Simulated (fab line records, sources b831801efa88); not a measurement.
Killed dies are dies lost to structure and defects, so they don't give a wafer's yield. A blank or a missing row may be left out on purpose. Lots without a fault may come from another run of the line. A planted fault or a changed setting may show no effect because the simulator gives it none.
fab line records | flow sky130
record lots=6 wafers=18 last_day=49
route steps=708 shown VIA4@645 METAL5@661 PAD_OPEN@708
lots that met no fault: from a run of the same line without faults
start_h: hours from the record's first day to the start of the lot's first wafer shown | wait_h: hours since the lot's step before | " the same as in the row above | L1.1+2: a row that stands for several wafers | - no value, or no start given | * or withheld: withheld | < > ~ a bound
route shown NAME@n: a module of which the file shows steps, and the number in the route of the first | usual: mean/standard deviation of fault-free wafers | same: alike in all rows | chamber/n: place in a boat | sites: the reading at each site | _std_site: their standard deviation | _edge_site: outer sites' mean less inner sites' | radius_mm: how far each site lies from the wafer's centre | mask NAME#n: copy n | behind: the tool/chamber that last shaped the wafer | hold: why the lot was held/for how many hours/how that ended | device: the transistor (n, p or np) that didn't switch | end of line: the same wafers' tests at the end of the route | a step without rows: its recipe alone | killed: dies lost to structure and defects at the first sort, not the wafer's yield | map: a wafer's dies, x killed, . not, _ none there
set.NAME: the setting as run; set.NAME@STEP: as run at that earlier step | model.NAME: the simulator's own value behind a step, which no gauge read
lots at some steps of the route; a table a step, a row a wafer
services: from which hour (start_h, from the record's first day; less than 0 if before it) a tool's chamber was out of use, for how many hours, and why
## steps
# step SKY_VIA4_COAT_06
# recipe resist=NOVOLAK spin_rpm=3000 resist_thk_nm=1140
# step SKY_VIA4_SOFTBAKE_07
# recipe temp_c=90 time_s=60 resist=NOVOLAK
# step SKY_VIA4_EXPOSE_08
# recipe mask_id=VIM4 na=0.6 source_shape=conventional sigma_outer=0.6 polarization=unpolarized target_cd_nm=800 dose_mj=132
# step SKY_VIA4_PEB_09
# recipe temp_c=withheld time_s=* resist=NOVOLAK
# step SKY_VIA4_DEVELOP_10
# recipe resist=NOVOLAK developer=TMAH develop_time_s=60 dev_temp_c=23
# step SKY_VIA4_OVL_MEAS_11
# usual VIA4_OVL=0.3/1.2
# columns lot.wafer tool chamber start_h wait_h VIA4_OVL[nm]
L917.1 overlay-02 - 1005.29 0.1 0.9
L917.2 " - " " -0.8
L917.6 " - " " -2.1
L923.3 overlay-01 - 1039.50 0.1 -1.3
L923.4 " - " " -0.8
L923.5 " - " " -3.2
L932.2 overlay-02 - 1110.31 0.1 -0.2
L932.3 " - " " 1.0
L932.6 " - " " -0.1
L928.3 overlay-02 - 1114.05 0.1 2.4
L928.4 " - " " 1.2
L928.6 " - " " -0.3
L929.4 overlay-02 - 1119.73 0.1 0.0
L929.5 " - " " -0.4
L929.6 " - " " -0.2
L934.4 overlay-01 - 1126.28 0.1 -0.9
L934.5 " - " " -0.8
L934.6 " - " " -0.1
# step SKY_VIA4_ETCH_12
# recipe target=SiO2 chemistry=C4F8/O2/Ar stop_on=TiN mask_material=NOVOLAK source_w=1500 bias_w=1200 pressure_mtorr=40 c4f8_flow_sccm=withheld O2_flow_sccm=6 Ar_flow_sccm=300 time_s=withheld target_depth_a=5800
# usual bias_w=1200/3.5 oes_product_au=0.925/0.0047
# columns lot.wafer tool chamber start_h wait_h bias_w oes_product_au
L917.1 rie_diel-02 1 1005.33 0.0 1197 0.932
L917.2 " 0 " " 1198 0.925
L917.6 " 0 " " 1203 0.928
L923.3 rie_diel-02 0 1039.52 0.0 1204 0.924
L923.4 " 2 " " 1201 0.925
L923.5 " 1 " " 1199 0.924
L932.2 rie_diel-04 1 1110.34 0.0 1200 0.927
L932.3 " 0 " " 1194 0.924
L932.6 " 2 " " 1204 0.920
L928.3 rie_diel-01 3 1114.08 0.0 1205 0.928
L928.4 " 1 " " 1205 0.928
L928.6 " 3 " " 1200 0.931
L929.4 rie_diel-02 3 1119.74 0.0 1199 0.916
L929.5 " 2 " " 1209 0.931
L929.6 " 1 " " 1204 0.922
L934.4 rie_diel-04 0 1126.29 0.0 1193 0.926
L934.5 " 3 " " 1204 0.930
L934.6 " 2 " " 1197 0.926
# step SKY_VIA4_STRIP_13
# recipe chemistry=O2/N2 power_w=1400 pressure_mtorr=1500 platen_temp_c=withheld o2_flow_sccm=3000 n2_flow_sccm=300 overash_fraction=0.5
# usual drypump_motor_current_A=6.0/0.49 oes_product_au=0.710/0.0042 strip_time_to_endpoint_s=12.81/0.033
# columns lot.wafer tool chamber start_h wait_h drypump_motor_current_A oes_product_au rf_hours_counter_h strip_time_to_endpoint_s
L917.1 plasma_asher-03 1 1005.40 - 6.4 0.716 60 12.77
L917.2 " 0 " " 5.7 0.708 60 12.83
L917.6 " 0 " " 5.6 0.705 - 12.80
L923.3 plasma_asher-02 1 1039.63 - 6.2 0.712 - 12.85
L923.4 " 0 " " 5.9 0.714 - 12.82
L923.5 " 1 " " 6.2 0.707 - 12.84
L932.2 plasma_asher-02 0 1110.42 - 5.9 0.703 5 12.78
L932.3 " 1 " " 6.2 0.712 - 12.79
L932.6 " 1 " " 6.2 0.703 - 12.76
L928.3 plasma_asher-03 0 1114.18 - 5.6 0.713 - 12.82
L928.4 " 1 " " 6.3 0.712 - 12.79
L928.6 " 0 " " 5.7 0.713 - 12.76
L929.4 plasma_asher-03 1 1119.85 - 6.3 0.708 - 12.81
L929.5 " 1 " " 6.4 0.709 - 12.84
L929.6 " 0 " " 5.6 0.710 - 12.84
L934.4 plasma_asher-03 0 1126.40 - 5.6 0.711 - 12.86
L934.5 " 1 " " 6.3 0.711 - 12.80
L934.6 " 0 " " 5.6 0.706 - 12.82
# step SKY_VIA4_STRIP_14
# recipe chemistry=post_etch_residue_remover time_s=1200 temp_c=72.5
# step SKY_VIA4_CLEAN_15
# recipe chemistry=IPA time_s=180 temp_c=25
# step SKY_VIA4_CLEAN_16
# recipe chemistry=O3/DIW dry=n2_spin
# step SKY_VIA4_SPUTTER_17
# recipe material=TiN target_thk_nm=20 chamber_pressure_pa=5 power_w=4000 time_s=80
# usual throttle_valve_pct=29.9/0.84
# columns lot.wafer tool chamber start_h wait_h throttle_valve_pct
L917.1 pvd_sputter-03 - 1006.55 0.0 30.1
L917.2 " - " " 29.2
L917.6 " - " " 29.3
L923.3 pvd_sputter-02 - 1040.23 0.0 29.3
L923.4 " - " " 30.4
L923.5 " - " " 30.8
L932.2 pvd_sputter-03 - 1111.10 0.0 31.2
L932.3 " - " " 28.7
L932.6 " - " " 30.0
L928.3 pvd_sputter-04 - 1114.74 0.0 29.1
L928.4 " - " " 29.1
L928.6 " - " " 31.4
L929.4 pvd_sputter-02 - 1120.44 0.0 30.6
L929.5 " - " " 30.2
L929.6 " - " " 29.3
L934.4 pvd_sputter-03 - 1127.27 0.0 31.2
L934.5 " - " " 28.6
L934.6 " - " " 29.9
# step SKY_VIA4_CVD_18
# recipe material=W target_thk_nm=505 time_s=152.14 temp_c=400 pressure_torr=40
# usual heater_power_w=897/93 susceptor_temp_C=399.97/0.2
# columns lot.wafer tool chamber start_h wait_h heater_power_w susceptor_temp_C model.W_of_VIA4_CVD_18.thk_nm
L917.1 cvd_w-01 1 1006.61 0.0 864 400.24 500.9
L917.2 " 0 " " 745 399.79 502.6
L917.6 " 0 " " 755 399.93 500.9
L923.3 cvd_w-02 1 1040.39 0.1 916 399.91 519.1
L923.4 " 1 " " 894 399.85 516.5
L923.5 " 1 " " 897 399.97 515.3
L932.2 cvd_w-01 0 1111.16 0.0 651 377.24 336.7
L932.3 " 1 " " 746 377.79 339.4
L932.6 " 1 " " 752 377.72 336.3
L928.3 cvd_w-01 0 1114.85 0.1 663 377.81 340.1
L928.4 " 1 " " 774 377.96 332.6
L928.6 " 0 " " 670 377.93 331
L929.4 cvd_w-02 0 1120.55 0.1 1055 399.96 505.8
L929.5 " 0 " " 1028 400.20 513
L929.6 " 1 " " 881 400.16 521.9
L934.4 cvd_w-02 0 1127.35 0.1 1034 399.94 504.3
L934.5 " 1 " " 876 399.81 520.8
L934.6 " 0 " " 1045 399.79 504.9
# step SKY_VIA4_RS_MEAS_19
# recipe thk_meas_gauge=four-point-probe reads=W_of_VIA4_CVD_18+TiN_of_VIA4_SPUTTER_17
# usual VIA4_W_RS=0.224/0.0036
# columns lot.wafer tool chamber start_h wait_h hold VIA4_W_RS[ohm/sq]
L917.1 film_metro-04 - 1006.76 0.1 - 0.228
L917.2 " - " " - 0.227
L917.6 " - " " - 0.228
L923.3 film_metro-04 - 1040.63 0.2 - 0.220
L923.4 " - " " - 0.221
L923.5 " - " " - 0.222
L932.2 film_metro-02 - 1111.33 0.1 await_dispo/0.2h/release 0.341
L932.3 " - " " await_dispo/0.2h/release 0.338
L932.6 " - " " await_dispo/0.2h/release 0.342
L932.2 film_metro-02 - 1111.62 0.3 - 0.342
L932.3 " - " " - 0.338
L932.6 " - " " - 0.343
L928.3 film_metro-04 - 1114.99 0.1 await_dispo/0.2h/release 0.337
L928.4 " - " " await_dispo/0.2h/release 0.346
L928.6 " - " " await_dispo/0.2h/release 0.347
L928.3 film_metro-04 - 1115.28 0.3 - 0.338
L928.4 " - " " - 0.345
L928.6 " - " " - 0.347
L929.4 film_metro-04 - 1120.71 0.1 - 0.227
L929.5 " - " " - 0.222
L929.6 " - " " - 0.219
L934.4 film_metro-04 - 1127.51 0.1 - 0.227
L934.5 " - " " - 0.220
L934.6 " - " " - 0.227
# step SKY_VIA4_THK_MEAS_20
# recipe thk_meas_gauge=xrf reads=W_of_VIA4_CVD_18
# usual VIA4_W_THK=517/9.1
# columns lot.wafer tool chamber start_h wait_h hold VIA4_W_THK[nm]
L917.1 film_metro-04 - 1006.88 0.1 - 506
L917.2 " - " " - 507
L917.6 " - " " - 506
L923.3 film_metro-04 - 1040.73 0.1 - 522
L923.4 " - " " - 521
L923.5 " - " " - 514
L932.2 film_metro-02 - 1113.66 2.0 await_dispo/0.2h/release 338
L932.3 " - " " await_dispo/0.2h/release 341
L932.6 " - " " await_dispo/0.2h/release 337
L932.2 film_metro-02 - 1113.88 0.2 - 339
L932.3 " - " " - 341
L932.6 " - " " - 337
L928.3 film_metro-04 - 1118.23 2.9 await_dispo/0.2h/release 344
L928.4 " - " " await_dispo/0.2h/release 337
L928.6 " - " " await_dispo/0.2h/release 333
L928.3 film_metro-04 - 1118.46 0.2 - 343
L928.4 " - " " - 336
L928.6 " - " " - 334
L929.4 film_metro-04 - 1120.80 0.1 - 511
L929.5 " - " " - 522
L929.6 " - " " - 531
L934.4 film_metro-04 - 1127.60 0.1 - 512
L934.5 " - " " - 527
L934.6 " - " " - 514
# step SKY_VIA4_CMP_21
# recipe stop_on=SiO2 t_overpolish_s=25 down_force_psi=3.5 platen_rpm=60 target_thk_nm=0 pad_velocity_m_s=0.94248
# usual motor_current_A=11.9/1 time_to_endpoint_s=124/5.7
# columns lot.wafer tool chamber start_h wait_h hold motor_current_A time_to_endpoint_s
L917.2 cmp-02 1 1007.16 0.3 - 11.7 126
L917.1 " 2 " " - 10.9 126
L917.6 " 1 " " - 11.6 127
L923.3 cmp-01 2 1040.77 0.0 - 11.9 136
L923.4 " 3 " " - 10.5 127
L923.5 " 3 " " - 11.5 125
L932.3 cmp-01 3 1118.55 4.6 await_dispo/4.0h/release 10.8 88
L932.2 " 1 " " await_dispo/4.0h/release 12.5 87
L932.6 " 2 " " await_dispo/4.0h/release 12.0 88
L928.4 cmp-02 1 1120.82 2.3 await_dispo/2.3h/release 11.6 78
L928.3 " 2 " " await_dispo/2.3h/release 10.2 85
L928.6 " 2 " " await_dispo/2.3h/release 10.7 82
L929.4 cmp-02 0 1120.83 0.0 - 13.1 110
L929.6 " 0 " " - 13.2 118
L929.5 " 1 " " - 11.1 122
L934.4 cmp-01 3 1127.88 0.3 - 10.6 128
L934.6 " 1 " " - 12.7 127
L934.5 " 2 " " - 11.7 136
# step SKY_METAL5_SPUTTER_00
# recipe material=Ti target_thk_nm=15 power_w=3000 time_s=10 chamber_pressure_pa=0.4
# usual throttle_valve_pct=29.5/0.99
# columns lot.wafer tool chamber start_h wait_h throttle_valve_pct
L917.1 pvd_sputter-02 - 1007.41 0.1 30.6
L917.2 " - " " 29.5
L917.6 " - " " 30.7
L923.3 pvd_sputter-02 - 1041.07 0.2 30.9
L923.4 " - " " 28.8
L923.5 " - " " 29.4
L932.2 pvd_sputter-01 - 1118.80 0.1 29.7
L932.3 " - " " 30.1
L932.6 " - " " 30.0
L928.3 pvd_sputter-01 - 1121.12 0.2 30.3
L928.4 " - " " 28.1
L928.6 " - " " 27.6
L929.4 pvd_sputter-02 - 1121.13 0.2 30.2
L929.5 " - " " 29.4
L929.6 " - " " 29.2
L934.4 pvd_sputter-02 - 1128.08 0.1 29.1
L934.5 " - " " 30.3
L934.6 " - " " 30.8
# step SKY_PAD_OPEN_PROBE_99
# usual defect_limited_yield=82.6/2 killed_at_M0_to_M3=43/7.3 killed_at_M4_up=3.4/1.7 killed_at_contacts=24/4.5 killed_at_front_end=16/4.4 killed_at_other=0.2/0.51 killed_dies=86/9.7 killed_open=46/6.6 killed_short=39/7.1 sort_bin_3_pad_short=0.9/0.45 sort_bin_5_function=10.4/1.4 sort_bin_6_memory=6.2/1.2 sort_n_pass=406/9.7 sort_yield_pct=82.6/2
# same gross_dies=492 killed_at_back_side=0 sort_bin_4_leakage[%]=0 sort_bin_8_speed[%]=0
# columns lot.wafer tool chamber start_h wait_h defect_limited_yield[%] killed_at_M0_to_M3 killed_at_M4_up killed_at_contacts killed_at_front_end killed_at_other killed_dies killed_open killed_short sort_bin_3_pad_short[%] sort_bin_5_function[%] sort_bin_6_memory[%] sort_n_pass sort_yield_pct[%]
L917.1 prober-02 - 1077.55 0.1 83.5 48 4 19 10 0 81 45 36 0.2 11.2 5.1 411 83.5
L917.2 prober-02 - 1077.60 0.1 85.2 35 3 23 10 2 73 41 31 0.6 7.9 6.3 419 85.2
L917.6 prober-02 - 1077.80 0.2 80.9 49 2 27 16 0 94 55 39 1.8 10.8 6.5 398 80.9
L923.3 prober-01 - 1106.83 0.2 86.2 32 3 25 8 0 68 33 35 0.4 9.8 3.7 424 86.2
L923.4 prober-01 - 1106.88 0.2 81.5 51 3 26 10 1 91 51 40 1.4 10.0 7.1 401 81.5
L923.5 prober-01 - 1106.93 0.2 82.9 37 3 30 14 0 84 44 40 1.2 11.4 4.5 408 82.9
L932.2 prober-01 - 1171.14 0.1 83.3 41 2 19 20 0 82 51 31 1.2 9.3 6.1 410 83.3
L932.3 prober-01 - 1171.19 0.2 80.7 52 5 18 20 0 95 42 53 1.2 10.0 8.1 397 80.7
L932.6 prober-01 - 1171.34 0.2 85.0 45 2 20 6 1 74 37 37 1.0 6.9 7.1 418 85.0
L928.3 prober-01 - 1175.53 0.2 82.7 42 6 25 12 0 85 47 36 1.0 9.8 6.5 407 82.7
L928.4 prober-01 - 1175.58 0.2 85.8 34 2 21 12 1 70 35 33 0.6 8.3 5.3 422 85.8
L928.6 prober-01 - 1175.68 0.2 83.5 38 2 21 20 0 81 43 38 0.6 9.6 6.3 411 83.5
L929.4 prober-01 - 1180.61 0.2 81.7 37 1 26 25 1 90 41 49 0.6 12.2 5.5 402 81.7
L929.5 prober-01 - 1180.66 0.2 81.9 50 0 23 16 0 89 52 37 0.6 10.2 7.3 403 81.9
L929.6 prober-01 - 1180.71 0.2 79.5 57 1 25 18 0 101 54 47 1.4 12.4 6.7 391 79.5
L934.4 prober-01 - 1185.44 0.2 82.9 39 5 22 18 0 84 44 38 0.6 10.6 5.9 408 82.9
L934.5 prober-01 - 1185.49 0.2 81.7 49 3 21 17 0 90 54 36 1.4 10.8 6.1 402 81.7
L934.6 prober-01 - 1185.54 0.2 80.5 53 1 26 16 0 96 53 42 0.8 12.2 6.5 396 80.5
# killed by level:class
L917.1 VIA2:geometric_particle:open=10 METAL1:geometric_particle:short=8 CONTACT:geometric_particle:open=7 LOCAL_INTERCONNECT:geometric_particle:short=6 VIA1:geometric_particle:short=6 VIA3:geometric_particle:open=6 VIA1:geometric_particle:open=4 METAL1:geometric_particle:open=3
L917.2 VIA1:geometric_particle:open=10 CONTACT:geometric_particle:open=7 CONTACT:geometric_particle:short=5 METAL2:geometric_particle:short=5 LI_CONTACT:geometric_particle:open=4 METAL1:geometric_particle:short=4 METAL2:geometric_particle:open=4 POLY_GATE:geometric_particle:open=3
L917.6 VIA1:geometric_particle:open=15 CONTACT:geometric_particle:open=8 VIA3:geometric_particle:open=8 METAL1:geometric_particle:short=7 LI_CONTACT:geometric_particle:open=6 LOCAL_INTERCONNECT:geometric_particle:short=5 FIELD_ISO:geometric_particle:open=4 CONTACT:geometric_particle:short=4
L923.3 VIA1:geometric_particle:open=8 CONTACT:geometric_particle:short=7 VIA2:geometric_particle:open=7 LI_CONTACT:geometric_particle:open=6 LOCAL_INTERCONNECT:geometric_particle:short=4 VIA3:geometric_particle:open=4 POLY_GATE:geometric_particle:short=3 METAL4:geometric_particle:short=3
L923.4 VIA1:geometric_particle:open=13 CONTACT:geometric_particle:open=12 VIA2:geometric_particle:open=9 LOCAL_INTERCONNECT:geometric_particle:short=7 VIA1:geometric_particle:short=6 METAL1:geometric_particle:short=5 LI_CONTACT:geometric_particle:open=5 VIA2:geometric_particle:short=5
L923.5 VIA1:geometric_particle:open=12 CONTACT:geometric_particle:open=10 CONTACT:geometric_particle:short=8 VIA2:geometric_particle:open=7 LI_CONTACT:geometric_particle:open=6 METAL2:geometric_particle:short=6 LOCAL_INTERCONNECT:geometric_particle:short=5 FIELD_ISO:geometric_particle:open=4
L932.2 VIA1:geometric_particle:open=9 CONTACT:geometric_particle:open=7 FIELD_ISO:geometric_particle:open=6 POLY_GATE:geometric_particle:open=6 LI_CONTACT:geometric_particle:open=5 METAL2:geometric_particle:short=5 VIA2:geometric_particle:open=5 VIA3:geometric_particle:open=5
L932.3 VIA1:geometric_particle:open=11 VIA3:geometric_particle:open=9 FIELD_ISO:geometric_particle:short=7 METAL3:geometric_particle:short=7 METAL2:geometric_particle:short=6 CONTACT:geometric_particle:short=6 LI_CONTACT:geometric_particle:open=5 METAL1:geometric_particle:short=5
L932.6 VIA1:geometric_particle:open=8 VIA3:geometric_particle:open=7 METAL2:geometric_particle:short=7 CONTACT:geometric_particle:open=7 METAL1:geometric_particle:short=7 CONTACT:geometric_particle:short=6 VIA2:geometric_particle:open=6 LI_CONTACT:geometric_particle:open=5
L928.3 VIA1:geometric_particle:open=10 METAL1:geometric_particle:short=7 CONTACT:geometric_particle:open=7 LI_CONTACT:geometric_particle:open=6 LI_CONTACT:geometric_particle:short=5 VIA3:geometric_particle:short=5 VIA2:geometric_particle:open=5 VIA3:geometric_particle:open=5
L928.4 VIA2:geometric_particle:open=7 LI_CONTACT:geometric_particle:open=6 CONTACT:geometric_particle:short=6 CONTACT:geometric_particle:open=5 METAL1:geometric_particle:open=5 LI_CONTACT:geometric_particle:short=4 METAL1:geometric_particle:short=4 VIA1:geometric_particle:short=4
L928.6 FIELD_ISO:geometric_particle:open=7 METAL1:geometric_particle:short=7 VIA1:geometric_particle:open=7 METAL2:geometric_particle:short=6 CONTACT:geometric_particle:open=5 VIA2:geometric_particle:short=5 POLY_GATE:geometric_particle:short=4 POLY_GATE:geometric_particle:open=4
L929.4 LI_CONTACT:geometric_particle:open=10 VIA1:geometric_particle:open=10 FIELD_ISO:geometric_particle:short=9 LOCAL_INTERCONNECT:geometric_particle:short=6 VIA1:geometric_particle:short=6 FIELD_ISO:geometric_particle:open=5 VIA2:geometric_particle:open=5 CONTACT:geometric_particle:short=4
L929.5 VIA1:geometric_particle:open=19 VIA2:geometric_particle:open=8 LI_CONTACT:geometric_particle:open=7 CONTACT:geometric_particle:open=7 METAL1:geometric_particle:short=7 VIA3:geometric_particle:short=5 POLY_GATE:geometric_particle:short=4 LI_CONTACT:geometric_particle:short=4
L929.6 CONTACT:geometric_particle:open=11 METAL1:geometric_particle:short=10 VIA1:geometric_particle:open=10 VIA3:geometric_particle:open=7 METAL2:geometric_particle:short=6 VIA2:geometric_particle:short=6 FIELD_ISO:geometric_particle:short=5 FIELD_ISO:geometric_particle:open=5
L934.4 VIA1:geometric_particle:open=16 LI_CONTACT:geometric_particle:open=7 METAL1:geometric_particle:short=6 POLY_GATE:geometric_particle:short=5 CONTACT:geometric_particle:open=5 METAL2:geometric_particle:short=5 POLY_GATE:geometric_particle:open=4 CONTACT:geometric_particle:short=4
L934.5 VIA3:geometric_particle:open=12 CONTACT:geometric_particle:open=10 VIA2:geometric_particle:open=8 VIA1:geometric_particle:open=6 FIELD_ISO:geometric_particle:open=5 METAL2:geometric_particle:short=5 METAL1:geometric_particle:short=5 POLY_GATE:geometric_particle:open=4
L934.6 VIA1:geometric_particle:open=16 LI_CONTACT:geometric_particle:open=9 METAL1:geometric_particle:short=8 CONTACT:geometric_particle:short=7 VIA3:geometric_particle:open=7 CONTACT:geometric_particle:open=4 VIA1:geometric_particle:short=4 METAL2:geometric_particle:short=4
## services
# columns tool chamber start_h hours kind
cvd_w-02 - 985.69 6.9 pm
cmp-02 - 995.02 1.7 repair
pvd_sputter-03 - 995.72 0.8 repair
pvd_sputter-02 - 997.52 1.9 repair
pvd_sputter-03 - 998.51 4.1 repair
cmp-01 - 1001.38 1.8 repair
rie_diel-04 - 1007.82 2.8 pm
plasma_asher-02 - 1008.99 0.7 repair
rie_diel-02 2 1009.68 12.5 repair
plasma_asher-03 - 1010.90 2.8 pm
plasma_asher-02 - 1017.11 1.1 repair
cmp-02 - 1018.68 11.6 pm
rie_diel-04 - 1028.51 0.6 repair
pvd_sputter-01 - 1028.70 2.3 repair
pvd_sputter-03 - 1030.25 5.6 repair
plasma_asher-02 - 1033.42 2.4 repair
rie_diel-02 2 1033.80 4.3 repair
plasma_asher-02 - 1034.49 0.6 repair
cvd_w-02 0 1037.36 3.0 repair
cvd_w-02 0 1050.39 8.0 repair
pvd_sputter-03 - 1060.27 0.8 repair
cmp-02 - 1078.35 0.5 repair
cmp-01 - 1084.00 4.0 pm
cmp-02 - 1087.35 1.9 repair
## key
first_sign step=SKY_VIA4_CVD_18 reading=susceptor_temp_C direction=down sigmas=99+ usual=* struck=*
effect step=SKY_VIA4_CVD_18 reading=heater_power_w direction=down sigmas=2 usual=* struck=*
effect step=SKY_VIA4_RS_MEAS_19 reading=visit direction=added
effect step=SKY_VIA4_RS_MEAS_19 reading=VIA4_W_RS direction=up sigmas=33 usual=0.224 struck=0.342
effect step=SKY_VIA4_THK_MEAS_20 reading=visit direction=added
effect step=SKY_VIA4_THK_MEAS_20 reading=VIA4_W_THK direction=down sigmas=20 usual=517 struck=338
effect step=SKY_VIA4_CMP_21 reading=time_to_endpoint_s direction=down sigmas=7 usual=* struck=*
model_effect step=SKY_VIA4_CVD_18 value=W_of_VIA4_CVD_18.thk_nm without=506.2 struck=336
met_at SKY_VIA4_CVD_18
struck_wafers L928.3,L928.4,L928.6,L932.2,L932.3,L932.6
onset_between 1006.61 1111.16
fault kind=process_parameter_drift tool=cvd_w-01 chamber=- onset_h=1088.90 steps=SKY_VIA4_CVD_18 channel=temp_c offset=* shape=step end_h=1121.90 acts_in=* stated=*
